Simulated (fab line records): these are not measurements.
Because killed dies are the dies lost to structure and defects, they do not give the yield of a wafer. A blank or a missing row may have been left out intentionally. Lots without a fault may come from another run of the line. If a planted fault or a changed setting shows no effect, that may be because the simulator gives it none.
Comparing a struck lot with a sound one ; flow sky130 ; 16 out of 708 route steps
Sound: the wafers L376.3, L376.4, L376.5. Struck: wafers L379.1, L379.2, L379.3. Last of all comes the cause.
For every step that has rows: the tool of each side, followed by ch and its chambers, followed by its first start. Under that, the readings that differ: sound wafers ; struck wafers ; difference of the means ; sigmas: that difference in standard deviations of wafers without a fault.
alike: readings whose means differ by less than 2 such deviations, and words and numbers that are the same on both sides. not compared: withheld readings, readings that some wafer has no value for, bounds like >300 that may hide the same value, and numbers for which the record gives no deviation and whose values overlap.
A row with sigmas, a row that says differs or no value, or rows on one side alone: a step with any of these is where the two part. When numbers do not overlap yet have no deviation, they are printed without sigmas and do not part them. A reading that every wafer of one side lacks parts them only if that side has two wafers or more.

first, 5 steps without rows for these wafers: SKY_POLY_GATE_COAT_08 (resist thk 450 nm); SKY_POLY_GATE_SOFTBAKE_09 (time 90 s); SKY_POLY_GATE_EXPOSE_10 (exposes mask P1M, target cd 150 nm); SKY_POLY_GATE_PEB_11; SKY_POLY_GATE_DEVELOP_12 (develop time 60 s).
SKY_POLY_GATE_CD_MEAS_13 targets a cd of 150 nm.
  sound on cdSem-01 at day 19 14:55; struck on cdSem-01 at day 20 10:50
  alike: cdNm
SKY_POLY_GATE_OVL_MEAS_14:
  sound on overlay-01 at day 19 15:01; struck on overlay-01 at day 20 10:57
  alike: POLY_GATE_OVL
SKY_POLY_GATE_ETCH_15: etches BARC in N2/H2, stops on SiO2, time 118.5 s, target depth 110 nm.
  sound on rieDiel-03 ch 1,2,3, day 19 15:02; struck on rieDiel-02 ch 0,2,3, day 20 10:59
  alike: drypumpMotorCurrentA, h2FlowSccm, oesProductAu, throttleValvePct
  not compared: rfHoursCounterH
SKY_POLY_GATE_ETCH_16: etches Si3N4 in CH3F/O2, stops on poly-Si, time 147.5 s, target depth 75 nm.
  sound on rieDiel-03 ch 1,2,3, day 19 15:07; struck on rieDiel-02 ch 0,2,3, day 20 11:04
  alike: drypumpMotorCurrentA, oesProductAu, throttleValvePct
  not compared: rfHoursCounterH
SKY_POLY_GATE_ETCH_17: etches poly-Si in HBr/Cl2, stops on SiO2, target depth 180 nm, time 70.5 s.
  sound on rieSi-02 ch 1,2, day 19 15:13; struck on rieSi-01 ch 0,2,3, day 20 11:10
  alike: HBr_flow_sccm, drypumpMotorCurrentA, heBacksideLeakSccm, oesProductAu, throttleValvePct
  not compared: rfHoursCounterH
SKY_POLY_GATE_STRIP_18: strips in O2/N2.
  sound on plasmaAsher-01 ch 0,1, day 19 15:18; struck on plasmaAsher-04 ch 0,1, day 20 11:13
  alike: drypumpMotorCurrentA, oesProductAu, stripTimeToEndpointS
  not compared: rfHoursCounterH
then, 1 step without rows for these wafers: SKY_POLY_GATE_CLEAN_19 (cleans in SC1/SC2, time 150 s).
SKY_POLY_GATE_OXIDATION_20: stabilise 600 s, purge 300 s, target thk 4 nm.
  sound on furnace-02 ch 0, day 19 16:49; struck on furnace-02 ch 0, day 20 12:47
  alike: zonePowerCentrePct, zonePowerLowerPct
SKY_POLY_GATE_THK_MEAS_21:
  sound on filmMetro-04 at day 19 18:05; struck on filmMetro-01 at day 20 14:16
reading;sound;struck;difference;sigmas
POLY_GATE_OXIDATION_THK (nm);3.92 3.88 3.87;6.38 6.43 6.42;+2.52;+35
SKY_POLY_GATE_CD_MEAS_22:
  sound on cdSem-01 at day 19 18:11; struck on cdSem-01 at day 20 19:34
  alike: cdNm
-- here the record skips 28 days between the struck wafers' starts before and after, leaving off in module POLY_GATE and picking up in module PAD_OPEN (first step shown: number 708 of the route) --
SKY_PAD_OPEN_PROBE_99:
  sound on prober-02 at day 48 00:52; struck on prober-01 at day 48 11:55
reading;sound;struck;difference;sigmas
model.etest.tipSonos.rsOhmSq;2694 2672 2712;3055 3064 3078;+373;
model.etest.tipP.rsOhmSq;6926 6832 6889;7273 7315 7293;+411;
model.etest.pfet_01v8.rOnOhmUm;2838 2863 2822;3096 2993 2918;+161;
model.etest.resPdiff.lineOhmUm;1360 1371 1349;1476 1444 1466;+102;
model.etest.tipN.rsOhmSq;441.4 440.2 443.7;485 490.6 489.1;+46;
model.etest.resNdiff.lineOhmUm;785 784.6 759.5;803.6 791.3 809.3;+25.0;
model.etest.sonosUncharged.rOnOhmUm;806.6 810.7 811.9;842.2 816.1 817.4;+15.5;
  alike: killed_at_M0_to_M3, killed_at_M4_up, killedAtContacts, killedAtFrontEnd, killedAtOther, killedDies, killedOpen, killedShort
  not compared: model.etest.nfet_01v8.rOnOhmUm

## WHERE THEY PART
SKY_POLY_GATE_THK_MEAS_21 only, going by this record. Later steps at which nothing parts them and some readings are alike: SKY_POLY_GATE_CD_MEAS_22, SKY_PAD_OPEN_PROBE_99.

WHY: what had been put in by the simulator
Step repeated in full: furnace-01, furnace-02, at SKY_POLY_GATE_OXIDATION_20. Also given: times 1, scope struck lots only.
